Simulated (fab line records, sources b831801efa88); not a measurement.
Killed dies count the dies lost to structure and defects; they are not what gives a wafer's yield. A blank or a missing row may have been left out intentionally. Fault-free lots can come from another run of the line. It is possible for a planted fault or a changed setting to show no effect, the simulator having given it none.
Matching of chambers -- flow sky130 -- 4 sister chambers for SKY_FIELD_ISO_ETCH_17 on rieSi-02
The step etches Si in HBr/Cl2/O2, target depth 342 nm, time 97.7 s. 8 wafers are shown with their chamber, then 8 later ones without.

== WAFERS WITH THEIR CHAMBER ==
wafer,chamber,drypumpMotorCurrentA (A),runLengthS (s)
L322.6,1,6.3,125.7
L325.1,1,6.3,126.0
L325.3,0,5.6,125.2
L325.4,2,5.5,125.4
L326.4,0,5.7,125.7
L326.5,2,5.5,125.0
L326.6,3,6.0,125.9
L330.2,3,6.0,126.0

== WAFERS MISSING THEIR CHAMBER ==
wafer,drypumpMotorCurrentA (A),runLengthS (s)
L330.3,6.3,125.6
L330.4,5.6,125.4
L332.1,5.7,125.3
L332.4,6.0,125.5
L332.5,6.3,125.6
L333.2,6.0,125.3
L333.3,6.3,125.6
L333.6,5.7,125.4

== EACH ONE'S CHAMBER ==
wafer,from the rows above,in truth
L330.3,1,1
L330.4,can't be placed: 0 or 2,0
L332.1,0,0
L332.4,3,3
L332.5,1,1
L333.2,3,3
L333.3,1,1
L333.6,0,0
Correct placement for 7 of the 8. From these rows, 1 cannot be placed; in 1 the true chamber is one of the candidates. Placed wrongly: 0.
How it was worked out, from the rows above alone: a wafer's distance from a chamber is the root of the sum, over the readings, of the square of ((its reading less the chamber's mean) divided by the reading's scatter). The wafer belongs to the nearest chamber; if the next one is less than 2 further off, it can't be placed. The mean given for a chamber averages the wafers shown for that chamber. How the scatter is found: for the shown wafers, subtract from each reading the mean of its chamber, square and add these, divide the total by (wafers less chambers), then take the root.
